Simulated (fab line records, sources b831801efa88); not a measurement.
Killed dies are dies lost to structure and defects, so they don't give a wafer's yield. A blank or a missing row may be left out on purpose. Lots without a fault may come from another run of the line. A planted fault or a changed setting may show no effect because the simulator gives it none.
fab line records | flow sky130
record lots=4 wafers=12 last_day=48
route steps=708 shown METAL3@565 VIA3@573 METAL4@598 CAP2M@603 PAD_OPEN@708
lots that met no fault: from a run of the same line without faults
start_h: hours from the record's first day to the start of the lot's first wafer shown | wait_h: hours since the lot's step before | " the same as in the row above | L1.1+2: a row that stands for several wafers | - no value, or no start given | * or withheld: withheld | < > ~ a bound
route shown NAME@n: a module of which the file shows steps, and the number in the route of the first | usual: mean/standard deviation of fault-free wafers | same: alike in all rows | chamber/n: place in a boat | sites: the reading at each site | _std_site: their standard deviation | _edge_site: outer sites' mean less inner sites' | radius_mm: how far each site lies from the wafer's centre | mask NAME#n: copy n | behind: the tool/chamber that last shaped the wafer | hold: why the lot was held/for how many hours/how that ended | device: the transistor (n, p or np) that didn't switch | end of line: the same wafers' tests at the end of the route | a step without rows: its recipe alone | killed: dies lost to structure and defects at the first sort, not the wafer's yield | map: a wafer's dies, x killed, . not, _ none there
set.NAME: the setting as run; set.NAME@STEP: as run at that earlier step | model.NAME: the simulator's own value behind a step, which no gauge read
lots at some steps of the route; a table a step, a row a wafer
services: from which hour (start_h, from the record's first day; less than 0 if before it) a tool's chamber was out of use, for how many hours, and why
## steps
# step SKY_METAL3_DESCUM_15
# recipe chemistry=O2 source_power_w=150 bias_power_w=0 pressure_mtorr=10 temp_c=40 time_s=8
# step SKY_METAL3_ETCH_16
# recipe chemistry=N2/H2 target=BARC ion_energy_ev=200 bias_w=100 pressure_mtorr=30 n2_flow_sccm=100 h2_flow_sccm=200 icp_w=500 stop_on=SiO2 time_s=88.2 target_depth_a=600
# step SKY_METAL3_ETCH_17
# recipe target=SiO2 stop_on=TiN chemistry=C4F8/O2/Ar source_w=1500 bias_w=1200 pressure_mtorr=40 c4f8_flow_sccm=withheld O2_flow_sccm=6 Ar_flow_sccm=300 time_s=3.9 target_depth_a=150
# step SKY_METAL3_METAL_ETCH_18
# recipe target_depth_a=8450 stop_on=SiO2 over_etch_frac=0.3 time_s=183.1 chemistry=Cl2/BCl3 resist_sidewall_deg=88 pressure_mtorr=10 icp_w=900 bias_w=48.5 Cl2_flow_sccm=60 bcl3_flow_sccm=30
# step SKY_METAL3_STRIP_19
# recipe chemistry=O2/N2 power_w=1400 pressure_mtorr=1500 platen_temp_c=withheld o2_flow_sccm=3000 n2_flow_sccm=300 overash_fraction=0.5
# step SKY_METAL3_STRIP_20
# recipe chemistry=post_etch_residue_remover time_s=1200 temp_c=72.5
# step SKY_METAL3_CLEAN_21
# recipe chemistry=IPA time_s=180 temp_c=25
# step SKY_METAL3_CLEAN_22
# recipe chemistry=O3/DIW dry=n2_spin
# step SKY_VIA3_HDPCVD_00
# recipe material=SiO2 target_thk_nm=1635 sigma_open_frac=0.3 time_s=272.5 temp_c=400 sih4_flow_sccm=60 pressure_mtorr=6
# step SKY_VIA3_CMP_02
# recipe material=SiO2 down_force_psi=4 platen_rpm=60 pad_velocity_m_s=0.94248
# usual head_pressure_psi=4.001/0.0094 motor_current_A=11.6/1.2
# columns lot.wafer tool chamber start_h wait_h head_pressure_psi motor_current_A
L899.1 cmp-01 2 942.75 0.1 3.995 12.3
L899.3 " 1 " " 4.019 12.3
L899.6 " 2 " " 3.996 13.0
L903.4 cmp-02 1 966.43 0.1 3.996 10.8
L903.2 " 2 " " 4.013 12.6
L903.5 " 1 " " 3.987 11.1
L905.3 cmp-01 3 983.03 0.3 4.003 12.9
L905.6 " 0 " " 3.997 9.7
L905.5 " 1 " " 4.004 12.6
L906.3 cmp-01 0 987.29 0.0 4.003 9.8
L906.1 " 2 " " 4.005 12.7
L906.5 " 1 " " 3.992 13.0
# step SKY_VIA3_DEHYDRATE_04
# recipe temp_c=200 time_s=60
# step SKY_VIA3_HMDS_05
# recipe prime_time_s=60 prime_temp_c=120
# step SKY_VIA3_COAT_06
# recipe resist=BARC temp_c=withheld time_s=withheld spin_rpm=3000 resist_thk_nm=60
# step SKY_VIA3_COAT_07
# recipe resist=KrF-thick spin_rpm=3000 resist_thk_nm=450
# step SKY_VIA3_SOFTBAKE_08
# recipe temp_c=100 time_s=90 resist=KrF-thick
# step SKY_VIA3_EXPOSE_09
# recipe mask_id=VIM3 na=0.8 source_shape=annular sigma_inner=0.55 sigma_outer=0.85 target_cd_nm=200 dose_mj=38
# step SKY_VIA3_PEB_10
# recipe peb_temp_c=withheld peb_time_s=withheld resist=KrF-thick
# step SKY_VIA3_DEVELOP_11
# recipe develop_time_s=60 resist=KrF-thick dev_temp_c=21
# step SKY_VIA3_ETCH_14
# recipe chemistry=N2/H2 target=BARC ion_energy_ev=200 source_w=500 bias_w=100 pressure_mtorr=30 n2_flow_sccm=100 h2_flow_sccm=200 stop_on=SiO2 time_s=45.9 target_depth_a=600
# step SKY_VIA3_ETCH_15
# recipe target=SiO2 chemistry=C4F8/O2/Ar target_depth_nm=507 stop_on=TiN mask_material=KrF-thick source_w=1500 bias_w=1200 pressure_mtorr=40 c4f8_flow_sccm=withheld O2_flow_sccm=6 Ar_flow_sccm=300 time_s=78
# step SKY_VIA3_STRIP_16
# recipe chemistry=O2/N2 power_w=1400 pressure_mtorr=1500 platen_temp_c=withheld o2_flow_sccm=3000 n2_flow_sccm=300 overash_fraction=0.5
# step SKY_VIA3_STRIP_17
# recipe chemistry=post_etch_residue_remover time_s=1200 temp_c=72.5
# step SKY_VIA3_CLEAN_18
# recipe chemistry=IPA time_s=180 temp_c=25
# step SKY_VIA3_CLEAN_19
# recipe chemistry=O3/DIW dry=n2_spin
# step SKY_VIA3_SPUTTER_20
# recipe material=TiN target_thk_nm=20 chamber_pressure_pa=5 power_w=4000 time_s=80
# step SKY_VIA3_CVD_21
# recipe material=W target_thk_nm=390 time_s=117.31 temp_c=400 pressure_torr=40
# step SKY_VIA3_CMP_24
# recipe stop_on=SiO2 t_overpolish_s=20 down_force_psi=3.5 platen_rpm=60 target_thk_nm=0 pad_velocity_m_s=0.94248
# step SKY_METAL4_SPUTTER_00
# recipe material=Ti target_thk_nm=15 power_w=3000 time_s=10 chamber_pressure_pa=0.4
# step SKY_METAL4_SPUTTER_01
# recipe material=TiN target_thk_nm=20 power_w=6500 time_s=16.7 chamber_pressure_pa=0.4
# step SKY_METAL4_SPUTTER_02
# recipe material=AlCu target_thk_nm=735 power_w=10600 time_s=39.1 chamber_pressure_pa=0.4
# step SKY_METAL4_SPUTTER_03
# recipe material=Ti target_thk_nm=5 power_w=3000 time_s=3.3 chamber_pressure_pa=0.4
# step SKY_METAL4_SPUTTER_04
# recipe material=TiN target_thk_nm=70 power_w=6500 time_s=58.3 chamber_pressure_pa=0.4
# step SKY_CAP2M_CVD_00
# recipe material=SiO2 target_thk_nm=15.5 temp_c=400 time_s=withheld rf_w=450
# step SKY_PAD_OPEN_PROBE_99
# usual killed_at_M0_to_M3=44/7.3 killed_at_M4_up=3.4/1.8 killed_at_contacts=24/5.8 killed_at_front_end=15/4.9 killed_at_other=0.4/0.63 killed_dies=86/11 killed_on_rim=17/3.8 killed_open=47/8 killed_short=39/6.5
# same gross_dies=492 killed_at_back_side=0
# columns lot.wafer tool chamber start_h wait_h killed_at_M0_to_M3 killed_at_M4_up killed_at_contacts killed_at_front_end killed_at_other killed_dies killed_on_rim killed_open killed_short model.etest.tester.sort_n_pass model.etest.tip_sonos.rs_ohm_sq_range model.etest.tester.sort_yield_pct model.etest.tester.sort_bin_5_pct model.etest.tip_sonos.rs_ohm_sq_rim_less_centre model.etest.sonos_uncharged.r_on_ohm_um model.etest.tester.sort_bin_6_pct model.etest.tester.sort_bin_3_pct
L899.1 prober-01 - 1108.95 0.1 59 2 24 12 1 98 18 52 46 394 46.49 80.08 10.37 11.27 816.4 8.333 1.22
L899.3 prober-01 - 1109.05 0.2 47 3 29 9 0 88 15 43 45 404 42.89 82.11 8.537 -15.72 822.5 8.333 1.016
L899.6 prober-01 - 1109.20 0.2 53 6 29 12 0 100 17 58 42 392 51.48 79.67 11.79 25.78 806.5 7.52 1.016
L903.2 prober-01 - 1127.22 0.1 31 2 26 12 0 71 14 44 27 421 39.15 85.57 7.114 27.24 796.2 6.301 1.016
L903.4 prober-01 - 1127.32 0.2 45 5 15 11 0 76 26 47 29 416 44.19 84.55 8.537 -12.58 785.6 6.911 0
L903.5 prober-01 - 1127.37 0.2 47 2 22 12 1 84 17 47 37 408 34.61 82.93 10.37 18.88 805.6 6.301 0.4065
L905.3 prober-01 - 1142.19 0.2 194 3 27 25 0 249 47 43 40 243 41.2 49.39 31.71 3.18 830.9 15.85 3.049
L905.5 prober-01 - 1142.29 0.2 207 2 17 12 0 238 42 33 23 254 46.42 51.63 31.5 22.92 807.2 13.41 3.455
L905.6 prober-01 - 1142.34 0.2 192 3 12 15 0 222 40 26 33 270 34.99 54.88 28.46 -9.854 832.8 13.21 3.455
L906.1 prober-02 - 1145.21 0.1 211 3 26 14 0 254 47 45 39 - 111.6 - - 59.29 800.6 - -
L906.3 prober-02 - 1145.31 0.2 206 3 19 16 0 244 50 39 50 - 126 - - 49.56 793.3 - -
L906.5 prober-02 - 1145.41 0.2 205 2 21 10 0 238 47 40 34 - 104.7 - - 52.59 786.1 - -
# killed by level:class
L899.1 VIA1:geometric_particle:open=13 CONTACT:geometric_particle:open=11 METAL1:geometric_particle:short=9 VIA1:geometric_particle:short=9 VIA3:geometric_particle:open=8 METAL2:geometric_particle:short=7 LI_CONTACT:geometric_particle:open=5 LOCAL_INTERCONNECT:geometric_particle:short=5
L899.3 VIA1:geometric_particle:open=10 CONTACT:geometric_particle:open=10 LOCAL_INTERCONNECT:geometric_particle:short=9 VIA3:geometric_particle:open=7 VIA1:geometric_particle:short=6 VIA2:geometric_particle:open=6 LI_CONTACT:geometric_particle:short=5 METAL1:geometric_particle:short=5
L899.6 VIA1:geometric_particle:open=12 CONTACT:geometric_particle:open=9 VIA2:geometric_particle:open=9 VIA3:geometric_particle:open=8 METAL2:geometric_particle:short=7 LI_CONTACT:geometric_particle:open=7 CONTACT:geometric_particle:short=6 LI_CONTACT:geometric_particle:short=4
L903.2 CONTACT:geometric_particle:open=10 METAL2:geometric_particle:short=7 METAL1:geometric_particle:short=6 LI_CONTACT:geometric_particle:open=6 VIA3:geometric_particle:open=6 FIELD_ISO:geometric_particle:open=4 VIA2:geometric_particle:open=4 LOCAL_INTERCONNECT:geometric_particle:open=4
L903.4 VIA1:geometric_particle:open=10 METAL2:geometric_particle:short=7 CONTACT:geometric_particle:open=6 VIA3:geometric_particle:open=5 POLY_GATE:geometric_particle:open=4 LI_CONTACT:geometric_particle:open=4 CONTACT:geometric_particle:short=4 METAL1:geometric_particle:open=4
L903.5 VIA1:geometric_particle:open=11 VIA3:geometric_particle:open=8 CONTACT:geometric_particle:short=7 VIA2:geometric_particle:open=6 LI_CONTACT:geometric_particle:open=5 CONTACT:geometric_particle:open=5 METAL1:geometric_particle:short=5 POLY_GATE:geometric_particle:open=4
L905.3 VIA3:unspecified=165 CONTACT:geometric_particle:open=14 METAL2:geometric_particle:short=10 POLY_GATE:geometric_particle:open=7 FIELD_ISO:geometric_particle:short=6 POLY_GATE:geometric_particle:short=6 VIA1:geometric_particle:open=6 LI_CONTACT:geometric_particle:open=5
L905.5 VIA3:unspecified=182 CONTACT:geometric_particle:open=6 VIA3:geometric_particle:open=6 FIELD_ISO:geometric_particle:open=4 POLY_GATE:geometric_particle:short=4 CONTACT:geometric_particle:short=4 VIA1:geometric_particle:open=4 LI_CONTACT:geometric_particle:open=3
L905.6 VIA3:unspecified=163 VIA1:geometric_particle:open=9 POLY_GATE:geometric_particle:short=7 VIA1:geometric_particle:short=5 CONTACT:geometric_particle:open=4 METAL1:geometric_particle:short=4 LOCAL_INTERCONNECT:geometric_particle:short=3 VIA2:geometric_particle:open=3
L906.1 VIA3:unspecified=169 CONTACT:geometric_particle:open=11 VIA1:geometric_particle:open=8 LI_CONTACT:geometric_particle:open=7 METAL2:geometric_particle:short=7 VIA2:geometric_particle:short=6 VIA1:geometric_particle:short=5 VIA2:geometric_particle:open=5
L906.3 VIA3:unspecified=155 METAL2:geometric_particle:short=12 CONTACT:geometric_particle:open=7 VIA1:geometric_particle:open=7 FIELD_ISO:geometric_particle:open=6 METAL1:geometric_particle:short=6 VIA3:geometric_particle:open=5 FIELD_ISO:geometric_particle:short=4
L906.5 VIA3:unspecified=164 CONTACT:geometric_particle:open=10 VIA1:geometric_particle:short=9 VIA1:geometric_particle:open=8 LI_CONTACT:geometric_particle:open=6 FIELD_ISO:geometric_particle:open=4 VIA3:geometric_particle:short=4 VIA3:geometric_particle:open=4
# map L905.3 (x killed, . not)
__________xx.xx.xx.._________
________.xxxxx.xxx.xxx_______
______...xx...x..xx...xx_____
_____x..x.x.xx.x.x.xx..x.____
____....xx.x.x.xx.xxxxxx.x___
___.x.......x.x...xxx.xxxx.__
__....xxx...xxx....x..x....x_
_...x...x..x.xxxx...xx.x.xxx.
_xx.xxxxx.xx...x.xxx.x.x....x
_x...x.xx..x....xxx.xx.x.xxx.
_.xx.x.xxxx.x......x.xx.xxx..
_x..xxxxx.xxxxxxxxx....x.x.xx
_.xx.xxxxxx.x.x.x.xxx...xx..x
_.xx.x..xx..x...xx..xx.xx.x..
_x.xx.x.x...xxx.xx.xxx..x.x.x
__x..x.xx..xxx.x.....x.xxxx._
___.....xxx.x....x..xx.x..x__
____.xxx.x..xx..xxxx..x..x___
_____x......x.xx....xxxxx____
______xxx..x...x...xx.xx_____
________.x.x.xx....xx._______
__________..xx.....x_________
# map L906.1 (x killed, . not)
__________..xx.x.x.._________
________...xx..xx..x.._______
______x...x.xx.xx.x.x.x._____
_____..xxx....xxxx..x.xxx____
____x.xxx...x.xx..x...xx.x___
___xxxxxx....xxxxxxxxx.x.xx__
__..xxxx..x....x.xx.x.xxxx.x_
_....xx.xx.......x.x.x..x..xx
_....xx....x...x...x..xx.xx..
_x.x.xxx.xx.xx...xx.x..xxx..x
_xx.x.xxxxxx.xx.xxx..xxx..xxx
_.x.xxx.xxxx.x..x..x.x.xxxxxx
_xxxx..x..x.x.xxxx.x...xx...x
_.x..x.xx..x.xxxx.xxx.x.x...x
_xx...xx..xxx.xxxx.xxx...xx..
__xx..x.xxx..x...xx.xxx.xx.x_
___xxx.xx.x..xx..x..x......__
____...xxxxx.x......xxxxx.___
_____xx.x..xx...xxx....x.____
______.x...xx.....x.xx.._____
________x..x..xx.x...x_______
__________..xxx.xx.x_________
## services
# columns tool chamber start_h hours kind
cmp-02 - 923.44 11.8 repair
cmp-02 - 967.84 20.3 repair
## key
first_sign step=SKY_PAD_OPEN_PROBE_99 reading=killed_at_M0_to_M3 direction=up sigmas=22 usual=44 struck=202
effect step=SKY_PAD_OPEN_PROBE_99 reading=killed_dies direction=up sigmas=15 usual=86 struck=241
model_effect step=SKY_PAD_OPEN_PROBE_99 value=etest.tester.sort_n_pass without=413.7 struck=255.7
met_at SKY_VIA3_CMP_02
struck_wafers L905.3,L905.5,L905.6,L906.1,L906.3,L906.5
tester_left_out L906
onset_between 942.75 983.03
also_fits time
earlier_fault kind=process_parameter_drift tool=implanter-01 chamber=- onset_h=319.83 steps=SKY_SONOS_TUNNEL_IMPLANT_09 channel=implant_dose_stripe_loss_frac offset=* shape=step end_h=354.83
fault kind=chamber_particle_source tool=cmp-01 chamber=- onset_h=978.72 steps=SKY_VIA3_CMP_02 rate_per_visit_cm2=0.81846
# tester_left_out: of these lots the tester's yield and bins aren't shown, on N5 and GAA mostly nor the transistor test; their killed dies are dies lost to structure and defects alone, not to doping, threshold or leakage, so they don't give the yield
